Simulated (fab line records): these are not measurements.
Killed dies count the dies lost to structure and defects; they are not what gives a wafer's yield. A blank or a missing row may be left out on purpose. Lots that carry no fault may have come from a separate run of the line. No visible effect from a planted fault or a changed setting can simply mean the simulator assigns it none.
Comparing a struck lot with a sound one	flow sfq_line	21 out of 325 route steps
Sound: wafers L476.1, L476.2, L476.6. The struck wafers were L486.1, L486.4, L486.6. The cause comes at the end.
Each step with rows lists, per side, the tool, then ch with its chambers, then its first start. Under that, the readings that differ: sound wafers	struck wafers	difference of the means	sigmas: that difference in standard deviations of wafers without a fault.
alike: readings whose means differ by less than 2 such deviations, and words and numbers that are the same on both sides. not compared: withheld readings, readings that some wafer has no value for, bounds like >300 that may hide the same value, and numbers for which the record gives no deviation and whose values overlap.
The two part at a step that has a row with sigmas, a row that says differs or no value, or rows on one side only. Numbers that don't overlap but have no deviation are shown without sigmas and don't part them. A reading that every wafer of one side lacks parts them only if that side has two wafers or more.

first, 4 steps without rows for these wafers: SFQ_TRILAYER_JJ_CE_LITHO_SOFTBAKE_118; SFQ_TRILAYER_JJ_CE_LITHO_EXPOSE_115 (exposes mask J5, target cd 700 nm); SFQ_TRILAYER_JJ_CE_LITHO_PEB_117 (peb time 60 s); SFQ_TRILAYER_JJ_CE_LITHO_DEVELOP_116 (time 60 s).
SFQ_JJ_OVL_MEAS_931:
  sound: overlay-02 at day 46 17:53; struck: overlay-01 at day 51 14:35
  alike: J5_OVL
SFQ_TRILAYER_JJ_CE_METRO_MEASURE_117:
  sound: cd_sem-02 at day 46 17:55; struck: cd_sem-01 at day 51 14:37
  alike: cd_nm
then, 1 step without rows for these wafers: SFQ_TRILAYER_JJ_CE_BARC_OPEN_RIE_150 (chemistry O2, target BARC, target depth 240 nm, time 80 s).
SFQ_TRILAYER_JJ_CE_ETCH_RIE_118: chemistry SF6, target Nb, stops on Al2O3, time 97.7 s, target depth 170 nm.
  sound on rie_metal-01 ch 0,1, day 46 19:13; struck on rie_metal-04 ch 1, day 51 15:55
  alike: drypump_motor_current_A, oes_product_au
  not compared: rf_hours_counter_h
following that, these wafers have no rows for 1 step: SFQ_TRILAYER_JJ_ANODIZE_ANODIZE_119.
SFQ_TRILAYER_JJ_CE_STRIP_STRIP_120: strips in O2.
  sound on rie_metal-01 ch 0,1, day 46 19:49; struck on rie_metal-03 ch 0,1, day 51 16:34
  alike: drypump_motor_current_A, oes_product_au, platen_temp_c
  not compared: rf_hours_counter_h
then, 2 steps without rows for these wafers: SFQ_TRILAYER_JJ_CE_STRIP_SOLV_CLEAN_121 (cleans in NMP, time 600 s); SFQ_TRILAYER_M5_LITHO_COAT_128 (resist thk 62 nm).
SFQ_TRILAYER_M5_LITHO_COAT_123: resist thk 600 nm.
  sound on litho_track-04 ch 0, day 46 20:55; struck on litho_track-02 ch 0, day 51 17:38
reading	sound	struck	difference	sigmas
spin_speed_rpm (rpm)	2996.9 2998.0 3000.6	2951.0 2949.1 2950.2	-48.4	-27
model.KrF_of_TRILAYER_M5_LITHO_COAT_123.thk_nm (nm)	600.7 600.9 598.5	608.5 607.6 606.7	+7.6	
  alike: resist_line_temp_C
then, 4 steps without rows for these wafers: SFQ_TRILAYER_M5_LITHO_SOFTBAKE_127; SFQ_TRILAYER_M5_LITHO_EXPOSE_124 (exposes mask M5, target cd 700 nm); SFQ_TRILAYER_M5_LITHO_PEB_126 (peb time 60 s); SFQ_TRILAYER_M5_LITHO_DEVELOP_125 (time 60 s).
-- the record jumps here: 5 days lie between the struck wafers' starts before and after --
SFQ_M5_OVL_MEAS_932:
  sound: overlay-01 at day 52 15:06; struck: overlay-01 at day 56 22:56
  alike: M5_OVL
SFQ_TRILAYER_M5_BARC_OPEN_METAL_ETCH_161: etches BARC in O2, target depth 125 nm, time 41.7 s.
  sound on rie_metal-02 ch 0,1, day 52 15:08; struck on rie_metal-04 ch 0,1, day 56 22:59
  alike: drypump_motor_current_A, oes_product_au
  not compared: rf_hours_counter_h
SFQ_TRILAYER_M5_ETCH_METAL_ETCH_126: etches Nb in Cl2/BCl3, stops on SiO2, time 203.2 s, target depth 265 nm.
  sound on rie_metal-02 ch 0,1, day 52 15:11; struck on rie_metal-04 ch 0,1, day 56 23:02
reading	sound	struck	difference	sigmas
model.KrF_of_TRILAYER_M5_LITHO_COAT_123.thk_nm (nm)	373.7 372.6 369.6	380.5 380.2 378.7	+7.8	
  alike: drypump_motor_current_A, oes_product_au
  not compared: rf_hours_counter_h
SFQ_TRILAYER_M5_STRIP_STRIP_127: strips in O2.
  sound on rie_metal-02 ch 0,1, day 52 15:23; struck on rie_metal-04 ch 0,1, day 56 23:14
  alike: drypump_motor_current_A, oes_product_au, platen_temp_c
  not compared: rf_hours_counter_h

== WHERE THEY PART ==
SFQ_TRILAYER_M5_LITHO_COAT_123 only, going by this record. Later steps at which nothing parts them and some readings are alike: SFQ_M5_OVL_MEAS_932, SFQ_TRILAYER_M5_BARC_OPEN_METAL_ETCH_161, SFQ_TRILAYER_M5_ETCH_METAL_ETCH_126, SFQ_TRILAYER_M5_STRIP_STRIP_127.

WHY: whatever the simulator had introduced
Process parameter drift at SFQ_TRILAYER_M5_LITHO_COAT_123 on litho_track-02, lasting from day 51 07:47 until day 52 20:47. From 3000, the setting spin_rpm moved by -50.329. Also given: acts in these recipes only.
